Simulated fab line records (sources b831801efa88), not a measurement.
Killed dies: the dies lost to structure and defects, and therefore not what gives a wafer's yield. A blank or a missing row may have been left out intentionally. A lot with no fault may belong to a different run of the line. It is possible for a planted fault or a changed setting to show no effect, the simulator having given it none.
Which tool did it? :: flow gf180mcu :: 17 wafers from 6 lots sampled at 4 of the route's 602 steps

WHAT THE GAUGES SHOWED, per wafer
GF_V3_BOW_MEAS_05.
lot: L772
measured: day 22 16:50
on: film_metro-01
V3_BOW (um): 124 108 125

lot: L775
measured: day 23 11:49
on: film_metro-03
V3_BOW (um): 121 117 124

lot: L778
measured: day 24 08:12
on: film_metro-03
V3_BOW (um): 121 120 113

lot: L785
measured: day 26 15:57
on: film_metro-04
V3_BOW (um): 87 86 90

lot: L787
measured: day 27 09:10
on: film_metro-04
V3_BOW (um): 88 95 91

lot: L792
measured: day 28 07:40
on: film_metro-04
V3_BOW (um): 123 131

EACH LOT AND THE TOOL THAT RAN IT (in order: tool; ch and the chambers of the sampled wafers; start)
lot: L772
GF_V2_SPUTTER_22: pvd_sputter-03, day 21 15:07
GF_M3_SPUTTER_00: pvd_sputter-02, day 21 15:45
GF_V3_CVD_00: hdpcvd-02 ch 0,1,2, day 22 16:17

lot: L775
GF_V2_SPUTTER_22: pvd_sputter-03, day 22 10:16
GF_M3_SPUTTER_00: pvd_sputter-01, day 22 10:53
GF_V3_CVD_00: hdpcvd-02 ch 1,2, day 23 11:16

lot: L778
GF_V2_SPUTTER_22: pvd_sputter-01, day 23 07:46
GF_M3_SPUTTER_00: pvd_sputter-04, day 23 08:23
GF_V3_CVD_00: hdpcvd-02 ch 1,2, day 24 07:38

lot: L785
GF_V2_SPUTTER_22: pvd_sputter-01, day 25 16:59
GF_M3_SPUTTER_00: pvd_sputter-02, day 25 17:37
GF_V3_CVD_00: hdpcvd-02 ch 0,2, day 26 15:22

lot: L787
GF_V2_SPUTTER_22: pvd_sputter-01, day 26 10:41
GF_M3_SPUTTER_00: pvd_sputter-02, day 26 11:19
GF_V3_CVD_00: hdpcvd-02 ch 0,1,2, day 27 08:36

lot: L792
GF_V2_SPUTTER_22: pvd_sputter-01, day 27 09:35
GF_M3_SPUTTER_00: pvd_sputter-02, day 27 10:20
GF_V3_CVD_00: hdpcvd-02 ch 0,1, day 28 07:06
- GF_V2_SPUTTER_22: material TiN, target thk 10 nm, time 40 s.
- GF_M3_SPUTTER_00: material Ti, target thk 37.5 nm, time 150 s.
- GF_V3_CVD_00: deposits SiO2, target thk 600 nm, time 100 s.

THE ANSWER, worked out from the rows above alone
Rule: usual is defined by the lots themselves. Put in order of their means at a reading, lots are off if they are a third of the lots or fewer, leave a main group of 4 or more, and stand apart from it by a gap of 3 or more times the standard deviation of the main group's means; of several such gaps the widest counts. If all means in a main group match to the digits the tables above print for the reading, that group is not used. Also off: a lot with no number at a reading for which 4 or more lots have one. Where the step has rows for the other lots, those lots are counted as sound.
Off: L785, L787, at GF_V3_BOW_MEAS_05 (V3_BOW). The main group has a mean of 121 um with a standard deviation of 3.5.
A tool fits if, at a process step before that reading, it ran every lot that is off, and no sound lot after the first of them. The gauges at GF_V3_BOW_MEAS_05 are tried like those tools. Of those tried, none fits.

WHAT THE SIMULATOR PUT IN
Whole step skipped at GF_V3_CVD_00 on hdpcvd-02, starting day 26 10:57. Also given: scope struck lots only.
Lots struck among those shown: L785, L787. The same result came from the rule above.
